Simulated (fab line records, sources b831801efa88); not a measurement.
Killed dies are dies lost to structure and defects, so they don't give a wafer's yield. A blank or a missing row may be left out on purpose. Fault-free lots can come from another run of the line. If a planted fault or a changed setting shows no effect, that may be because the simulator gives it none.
Which tool is to blame? -- flow gf180mcu -- 14 lots, 42 wafers sampled, at 4 steps of a route of 602

WHAT THE GAUGES SHOWED, per wafer
GF_HV_LDD_CD_MEAS_19: the cd target is 400 nm.
lot,measured,on,cd nm (nm)
L121,day 10 18:59,cd sem-01,403.2 399.7 400.2
L123,day 11 08:02,cd sem-01,397.1 398.9 399.8
L125,day 12 03:37,cd sem-01,397.3 396.3 397.4
L126,day 12 20:41,cd sem-01,403.8 401.4 400.4
L129,day 13 07:47,cd sem-01,399.8 399.4 402.4
L130,day 13 16:58,cd sem-02,398.3 398.8 399.7
L136,day 15 13:43,cd sem-01,398.1 397.0 398.0
L137,day 15 20:46,cd sem-01,396.3 397.5 399.5
L138,day 15 22:44,cd sem-02,402.7 403.0 400.6
L139,day 16 08:04,cd sem-02,399.3 396.7 400.2
L140,day 16 19:20,cd sem-02,399.0 400.5 400.6
L142,day 17 08:22,cd sem-02,399.9 398.3 400.0
L143,day 17 14:58,cd sem-01,399.4 398.3 398.1
L144,day 18 03:40,cd sem-01,401.1 398.1 400.9

GF_HV_LDD_CD_MEAS_31: the cd target is 400 nm.
lot,measured,on,cd nm (nm)
L121,day 11 13:04,cd sem-01,400.7 401.6 404.9
L123,day 12 02:43,cd sem-01,399.0 399.6 397.4
L125,day 12 23:07,cd sem-02,398.6 400.8 399.6
L126,day 13 17:17,cd sem-01,399.3 400.4 399.3
L129,day 14 04:26,cd sem-01,400.4 398.3 398.9
L130,day 14 13:58,cd sem-02,402.8 404.9 402.1
L136,day 16 12:40,cd sem-02,402.6 401.6 400.4
L137,day 16 18:40,cd sem-02,398.6 400.6 401.6
L138,day 16 20:52,cd sem-02,400.5 398.6 397.6
L139,day 17 06:40,cd sem-02,399.9 400.5 400.9
L140,day 17 18:35,cd sem-01,397.9 398.8 397.2
L142,day 18 08:04,cd sem-02,398.4 396.3 397.1
L143,day 18 14:13,cd sem-01,401.1 400.6 400.9
L144,day 19 03:37,cd sem-02,407.9 406.2 403.5

GF_HV_LDD_THK_MEAS_57.
lot,measured,on,HV_LDD_CVD_56_THK (nm)
L121,day 12 12:38,film metro-04,89.9 89.9 90.6
L123,day 13 01:26,film metro-03,89.7 90.5 89.8
L125,day 13 23:14,film metro-03,90.4 90.5 90.9
L126,day 14 19:26,film metro-03,88.9 89.1 88.5
L129,day 15 05:22,film metro-04,90.2 90.2 90.4
L130,day 15 15:08,film metro-01,91.3 91.9 91.8
L136,day 17 14:35,film metro-04,90.5 91.3 90.7
L137,day 17 21:29,film metro-01,89.3 89.9 90.3
L138,day 17 23:47,film metro-04,90.2 90.0 90.0
L139,day 18 10:11,film metro-03,90.9 90.9 90.1
L140,day 18 22:24,film metro-01,87.9 88.8 87.8
L142,day 19 11:56,film metro-04,89.2 89.1 88.6
L143,day 19 20:25,film metro-04,87.9 88.4 88.3
L144,day 20 07:11,film metro-01,89.0 89.1 88.6

EACH LOT AND THE TOOL THAT RAN IT (in order: tool; ch and the chambers of the sampled wafers; start)
lot,GF_STI_WET_ETCH_20
L121,"wet bench-03 ch 2, day 2 01:28"
L123,"wet bench-01 ch 1, day 2 12:44"
L125,"wet bench-01 ch 1, day 2 22:51"
L126,"wet bench-01 ch 2, day 3 03:30"
L129,"wet bench-04 ch 3, day 3 19:21"
L130,"wet bench-04 ch 3, day 3 23:50"
L136,"wet bench-01 ch 3, day 5 07:20"
L137,"wet bench-01 ch 3, day 5 12:06"
L138,"wet bench-03 ch 2, day 5 17:42"
L139,"wet bench-01 ch 1, day 5 22:09"
L140,"wet bench-01 ch 0, day 6 04:20"
L142,"wet bench-03 ch 3, day 6 14:44"
L143,"wet bench-03 ch 2, day 6 19:02"
L144,"wet bench-03 ch 3, day 7 02:48"
- GF_STI_WET_ETCH_20: etches SiO2 in dHF, target depth 20 nm, time 400 s.

WHAT THE TOOLS THEMSELVES READ (means of the sampled wafers that have a number; where no wafer has one, the mark that the record gives instead)
GF_STI_WET_ETCH_20.
lot,tool,run length s (s)
L121,wet bench-03,432
L123,wet bench-01,425
L125,wet bench-01,427
L126,wet bench-01,433
L129,wet bench-04,538
L130,wet bench-04,539
L136,wet bench-01,433
L137,wet bench-01,434
L138,wet bench-03,425
L139,wet bench-01,425
L140,wet bench-01,428
L142,wet bench-03,425
L143,wet bench-03,425
L144,wet bench-03,425

THE ANSWER, worked out from the rows above alone
Rule: the usual values come from the lots themselves. The widest of any qualifying gaps counts: lots, ordered by their means at a reading, are off when they make up no more than a third of the lots, leave a main group of 4 or more, and stand apart from it by 3 or more times the standard deviation of that group's means. A main group is skipped when, at the precision printed for the reading in the tables above, its means are all equal. Also off: a lot with no number at a reading for which 4 or more lots have one. The other lots that the step has rows for count as sound. After the gauges, taken in route order, come the tools' own readings; for these a lot's mean is taken, as printed above. The first step at which some lot is off is used, and at that step the reading that is off furthest; a lot without a number counts as furthest.
Off, at GF_STI_WET_ETCH_20 on run length s: L129, L130. The main group has a mean of 428 s with a standard deviation of 3.6.
If a tool, at that step or one of the process steps before it, ran each lot that is off and ran no sound lot following the first of them, it fits. One candidate fits, namely wet bench-04 at GF_STI_WET_ETCH_20. It ran no sound lot before its first lot that is off in this sample, so the start can't be narrowed down.
On the lots that are off, the tool's own readings at GF_STI_WET_ETCH_20 differ by more than 5 times the standard deviation of the sound lots' means, which bears it out; run length s reads 538 s there versus 428 s on the sound lots.

WHAT THE SIMULATOR HAD PUT IN
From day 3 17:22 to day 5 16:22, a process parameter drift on wet bench-04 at GF_STI_WET_ETCH_20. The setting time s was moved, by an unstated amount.
Lots struck among those shown: L129, L130. This agrees with what the rule above found.
